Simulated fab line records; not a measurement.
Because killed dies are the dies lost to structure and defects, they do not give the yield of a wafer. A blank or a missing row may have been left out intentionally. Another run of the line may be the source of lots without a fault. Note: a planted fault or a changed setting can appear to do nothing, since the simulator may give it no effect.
The tool behind it: which one? | flow sky130 | 39 wafers from 13 lots sampled at 4 of the route's 708 steps

WHAT THE GAUGES SHOWED, per wafer
SKY_VIA3_RS_MEAS_22: a four-point-probe measurement. Usual: VIA3_W_RS 0.2930 ohm/sq, standard deviation 0.0028.
lot  | measured     | on            | VIA3_W_RS (ohm/sq)   | flag
L398 | day 39 16:48 | film_metro-03 | 0.2921 0.2924 0.2940 |
L399 | day 40 00:52 | film_metro-03 | 0.2944 0.2945 0.2950 |
L400 | day 40 09:58 | film_metro-02 | 0.2899 0.2878 0.2930 |
L401 | day 40 19:00 | film_metro-02 | 0.2911 0.2901 0.2910 |
L402 | day 40 23:27 | film_metro-01 | 0.2924 0.2943 0.2929 |
L405 | day 41 13:42 | film_metro-01 | 0.2893 0.2907 0.2881 |
L406 | day 42 02:19 | film_metro-03 | 0.2943 0.2925 0.2945 |
L407 | day 42 06:17 | film_metro-02 | 0.2900 0.2917 0.2928 |
L410 | day 43 06:49 | film_metro-01 | 0.2948 0.2911 0.2928 |
L411 | day 43 11:14 | film_metro-02 | 0.2926 0.2928 0.2920 |
L414 | day 44 02:28 | film_metro-01 | 0.2941 0.2966 0.2947 |
L416 | day 44 21:11 | film_metro-01 | 0.2950 0.2930 0.2964 |
L421 | day 45 21:22 | film_metro-01 | 0.2905 0.2920 0.2955 |

SKY_CAP2M_THK_MEAS_01. Usual: CAP2M_CVD_00_THK 15.52 nm, standard deviation 0.19.
lot  | measured     | on            | CAP2M_CVD_00_THK (nm) | flag
L398 | day 39 17:27 | film_metro-02 | 15.48 15.32 15.67     |
L399 | day 40 01:31 | film_metro-02 | 15.44 15.45 15.65     |
L400 | day 40 10:38 | film_metro-04 | 15.38 15.27 15.47     |
L401 | day 40 19:38 | film_metro-04 | 15.36 15.50 15.67     |
L402 | day 41 00:05 | film_metro-01 | 15.33 15.58 15.58     |
L405 | day 41 14:21 | film_metro-04 | 15.30 15.15 15.52     |
L406 | day 42 02:58 | film_metro-02 | 15.59 15.45 15.71     |
L407 | day 42 06:56 | film_metro-04 | 15.46 15.34 15.54     |
L410 | day 43 07:26 | film_metro-04 | 15.42 15.58 15.47     |
L411 | day 43 11:59 | film_metro-01 | 15.69 15.74 15.78     |
L414 | day 44 03:07 | film_metro-04 | 15.46 15.45 15.81     |
L416 | day 44 21:50 | film_metro-02 | 15.15 15.70 15.36     |
L421 | day 45 22:00 | film_metro-01 | 15.54 15.51 15.52     |

SKY_CAP2M_THK_MEAS_04: measures by xrf. Usual: CAP2M_TIN_THK 195.7 nm, standard deviation 2.3.
lot  | measured     | on            | CAP2M_TIN_THK (nm) | flag
L398 | day 39 17:44 | film_metro-04 | 198.8 197.2 199.1  |
L399 | day 40 01:48 | film_metro-01 | 193.4 193.4 193.3  |
L400 | day 40 10:55 | film_metro-02 | 195.8 197.0 196.7  |
L401 | day 40 19:56 | film_metro-01 | 199.4 200.0 199.4  |
L402 | day 41 00:22 | film_metro-01 | 197.0 197.5 197.2  |
L405 | day 41 14:38 | film_metro-02 | 195.1 193.9 195.1  |
L406 | day 42 03:16 | film_metro-02 | 197.5 197.4 196.3  |
L407 | day 42 07:14 | film_metro-01 | 195.3 195.0 195.9  |
L410 | day 43 07:44 | film_metro-01 | 195.1 194.4 196.9  |
L411 | day 43 12:17 | film_metro-02 | 192.4 191.5 191.6  |
L414 | day 44 03:25 | film_metro-01 | 196.2 193.3 192.7  |
L416 | day 44 22:07 | film_metro-02 | 196.9 192.8 194.4  |
L421 | day 45 22:17 | film_metro-01 | 194.8 195.8 195.5  |

WHAT TOOL EACH LOT RAN ON (gives the tool, then ch and the chambers of the sampled wafers, and finally the start)
lot  | SKY_METAL4_SPUTTER_01
L398 | pvd_sputter-02, day 39 17:17
L399 | pvd_sputter-04, day 40 01:20
L400 | pvd_sputter-02, day 40 10:29
L401 | pvd_sputter-01, day 40 19:29
L402 | pvd_sputter-02, day 40 23:55
L405 | pvd_sputter-01, day 41 14:11
L406 | pvd_sputter-01, day 42 02:48
L407 | pvd_sputter-04, day 42 06:46
L410 | pvd_sputter-04, day 43 07:16
L411 | pvd_sputter-02, day 43 11:50
L414 | pvd_sputter-04, day 44 02:58
L416 | pvd_sputter-02, day 44 21:40
L421 | pvd_sputter-01, day 45 21:50
- SKY_METAL4_SPUTTER_01: material TiN, target thk 20 nm, time 16.7 s.

AS READ BY THE TOOLS THEMSELVES (means over the sampled wafers that have a number; for cases with no such wafer, the mark the record gives instead)
SKY_METAL4_SPUTTER_01. Usual: cathode_dc_power_W 6500.0 W, standard deviation 1.1; throttle_valve_pct 29.8 %, standard deviation 1.1.
lot  | tool           | cathode_dc_power_W (W) | throttle_valve_pct (%) | flag
L398 | pvd_sputter-02 | 6500.3                 | 28.8                   |
L399 | pvd_sputter-04 | 6499.6                 | 30.4                   |
L400 | pvd_sputter-02 | 6500.8                 | 29.1                   |
L401 | pvd_sputter-01 | 6499.6                 | 29.3                   |
L402 | pvd_sputter-02 | 6499.9                 | 29.3                   |
L405 | pvd_sputter-01 | 6499.3                 | 30.1                   |
L406 | pvd_sputter-01 | 6500.8                 | 29.2                   |
L407 | pvd_sputter-04 | 6499.6                 | 30.9                   |
L410 | pvd_sputter-04 | 6061.9                 | 30.6                   | OFF
L411 | pvd_sputter-02 | 6501.0                 | 29.0                   |
L414 | pvd_sputter-04 | 6060.8                 | 31.7                   | OFF
L416 | pvd_sputter-02 | 6499.0                 | 29.1                   |
L421 | pvd_sputter-01 | 6500.3                 | 29.3                   |

THE ANSWER, worked out from the rows above alone
Rule: lot off if the mean of its wafers having a number is beyond 3 standard deviations from the usual mean. A lot without any number at a reading at which 4 lots or more have one is off too. The other lots that the step has rows for count as sound. Order of review: gauges by route order, followed by the tools' own readings, for which a lot's mean as printed above is used. The first step at which some lot is off is used, and at that step the reading that is off furthest; a lot without a number counts as furthest.
Off: L410, L414 (SKY_METAL4_SPUTTER_01, cathode_dc_power_W).
If a tool, at that step or one of the process steps before it, ran each lot that is off and ran no sound lot following the first of them, it fits. One fits: pvd_sputter-04 at SKY_METAL4_SPUTTER_01. A fault onset in the window from L407 (day 42 06:46, its last sound lot) to L410 (day 43 07:16, its first lot off) fits.
On the lots that are off, the tool's own readings at SKY_METAL4_SPUTTER_01 differ by more than 5 times the standard deviation of the sound lots' means, which bears it out; cathode_dc_power_W reads 6061.4 W there versus 6500.0 W on the sound lots.

WHAT HAD BEEN PUT IN BY THE SIMULATOR
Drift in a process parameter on pvd_sputter-04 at SKY_METAL4_SPUTTER_01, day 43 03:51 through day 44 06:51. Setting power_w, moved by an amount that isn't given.
Lots struck among those shown: L410, L414. This agrees with what the rule above found.
